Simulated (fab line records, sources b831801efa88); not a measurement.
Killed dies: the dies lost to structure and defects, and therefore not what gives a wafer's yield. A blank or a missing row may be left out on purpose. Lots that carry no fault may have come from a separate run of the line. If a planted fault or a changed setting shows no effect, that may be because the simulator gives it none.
A struck lot beside a sound one :: flow gf180mcu :: 16 out of 602 route steps
Sound: these wafers, L482.3, L482.4, L482.5. Struck: wafers L475.2, L475.3, L475.6. Last of all comes the cause.
Each step with rows lists, per side, the tool, then ch with its chambers, then its first start. Under that, the readings that differ: sound wafers :: struck wafers :: difference of the means :: sigmas: that difference in standard deviations of wafers without a fault.
alike: a reading whose means differ by less than 2 such deviations, as well as words and numbers matching on both sides. not compared: withheld readings; readings where some wafer has no value; bounds like >300 that might hide an equal value; numbers whose values overlap and for which the record gives no deviation.
Wherever a step has rows on one side only, a row that says differs or no value, or a row with sigmas, the two part there. Numbers that don't overlap but have no deviation are shown without sigmas and don't part them. Lack of a reading on every wafer of one side parts them only where that side has two or more wafers.

first, 3 steps without rows for these wafers: GF_V4_EXPOSE_11 (exposes mask Via4, target cd 260 nm); GF_V4_PEB_12 (peb time 90 s); GF_V4_DEVELOP_13 (develop time 60 s).
GF_V4_CD_MEAS_14: target cd 260 nm.
  sound on cd-sem-02, day 29 19:49; struck on cd-sem-02, day 27 15:29
  alike: cd-nm
GF_V4_OVL_MEAS_15:
  sound on overlay-02, day 29 19:55; struck on overlay-02, day 27 15:35
  alike: V4_OVL
GF_V4_ETCH_16: etches BARC in N2/H2.
  sound on rie-diel-03 ch 0,1, day 29 19:56; struck on rie-diel-04 ch 0,1,2, day 27 15:37
  alike: drypump-motor-current-A, oes-product-au, throttle-valve-pct
GF_V4_ETCH_17: etches SiO2 in C4F8/O2/Ar, stops on TiN, target depth 630 nm.
  sound: rie-diel-03 ch 0,1; struck: rie-diel-04 ch 0,1,2
  alike: oes-product-au
GF_V4_STRIP_18: strips in O2/N2.
  sound on plasma-asher-03 ch 0,1, day 29 20:06; struck on plasma-asher-01 ch 1, day 27 15:45
  alike: drypump-motor-current-A, heater-power-w, oes-product-au
  not compared: rf-hours-counter-h
then, 2 steps without rows for these wafers: GF_V4_STRIP_19 (strips in post etch residue remover, time 1200 s); GF_V4_CLEAN_20 (cleans in DIW).
GF_V4_SPUTTER_21: material Ti, target thk 15 nm, time 80.02 s.
  sound on pvd-sputter-04, day 29 20:56; struck on pvd-sputter-04, day 27 16:17
  alike: throttle-valve-pct
GF_V4_SPUTTER_22: material TiN, target thk 10 nm, time 40 s.
  sound on pvd-sputter-04, day 29 21:01; struck on pvd-sputter-04, day 27 16:20
  alike: throttle-valve-pct
GF_V4_CVD_23: deposits W, target thk 350 nm, time 104.9 s.
  sound on cvd-w-02 ch 0,1, day 29 21:05; struck on cvd-w-02 ch 1, day 27 16:23
  no value came back on the struck wafers for chamber-pressure-Torr (Torr), heater-power-outer-w (W), heater-power-w (W); on the sound wafers chamber-pressure-Torr (Torr) reads 39.90 40.05 39.93
GF_V4_RS_MEAS_24: a four-point-probe measurement.
  sound on film-metro-01, day 29 21:12; struck on film-metro-01, day 27 16:31
reading: V4_W_RS (ohm/sq)
sound: 0.327 0.326 0.327
struck: 42.822 43.336 42.461
difference: +42.546
sigmas: +99 or more
GF_V4_THK_MEAS_25: measures by xrf.
  sound on film-metro-01, day 29 21:18; struck on film-metro-01, day 27 16:37
  not compared: V4_W_THK
GF_V4_CMP_26: polishes, stops on SiO2, t overpolish 15 s, target thk 0 nm.
  sound on cmp-01 ch 0,2, day 29 21:20; struck on cmp-01 ch 0,3, day 27 16:40
reading: time-to-endpoint-s (s)
sound: 84 86 89
struck: 1 0 1
difference: -86
sigmas: -24
  alike: motor-current-A

## WHERE THEY PART
At GF_V4_CVD_23 first; at GF_V4_CMP_26 last (within this record only).

WHY: what the simulator had put in
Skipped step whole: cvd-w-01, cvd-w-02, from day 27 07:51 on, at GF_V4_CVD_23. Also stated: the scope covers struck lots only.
